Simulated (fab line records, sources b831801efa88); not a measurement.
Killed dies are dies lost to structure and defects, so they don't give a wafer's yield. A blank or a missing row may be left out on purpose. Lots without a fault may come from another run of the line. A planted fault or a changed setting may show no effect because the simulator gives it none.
Chamber matching | flow gf180mcu | GF_SAB_ETCH_11 on rie_diel-03: 4 sister chambers
The step etches SiO2 in C4F8/O2/Ar, target depth 55 nm, time 8.5 s. 14 wafers are shown with their chamber, then 7 later ones without.

WAFERS WITH THEIR CHAMBER
wafer  | chamber | oes_product_au (a.u.)
L076.3 | 0       | 1.001
L076.5 | 2       | 0.981
L076.6 | 3       | 1.004
L077.1 | 0       | 0.998
L077.2 | 1       | 1.012
L077.4 | 2       | 1.006
L078.2 | 0       | 0.996
L078.5 | 1       | 1.014
L078.6 | 2       | 0.993
L089.1 | 2       | 1.003
L089.3 | 3       | 1.006
L089.5 | 1       | 1.007
L090.3 | 0       | 1.001
L090.5 | 1       | 1.027

SIGNATURES (means of the wafers above)
reading        | chamber 0 | chamber 1 | chamber 2 | chamber 3 | scatter within a chamber
oes_product_au | 0.99900   | 1.01500   | 0.99575   | 1.00500   | 0.00788
Rule: a wafer's distance from a chamber is the root of the sum, over the readings, of the square of ((its reading less the chamber's mean) divided by the reading's scatter). The wafer belongs to the nearest chamber; if the next one is less than 2 further off, it can't be placed. The scatter: the root of (the sum of the squares of (reading less its chamber's mean) over the shown wafers, divided by (wafers less chambers)).

WAFERS WITHOUT THEIR CHAMBER
wafer  | oes_product_au (a.u.)
L090.6 | 1.012
L096.1 | 1.000
L096.4 | 1.014
L096.5 | 0.999
L097.2 | 1.000
L097.3 | 0.982
L097.4 | 1.021

WHICH CHAMBER EACH WENT THROUGH
wafer  | from the rows above               | in truth
L090.6 | can't be placed: 1 or 3 or 0 or 2 | 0
L096.1 | can't be placed: 0 or 2 or 3 or 1 | 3
L096.4 | can't be placed: 1 or 3 or 0      | 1
L096.5 | can't be placed: 0 or 2 or 3      | 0
L097.2 | can't be placed: 0 or 2 or 3 or 1 | 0
L097.3 | can't be placed: 2 or 0 or 3      | 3
L097.4 | can't be placed: 1 or 3           | 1
Placed correctly: 0 of 7. Can't be placed from these rows: 7 (the true chamber is among the candidates in 7). Placed wrongly: 0.
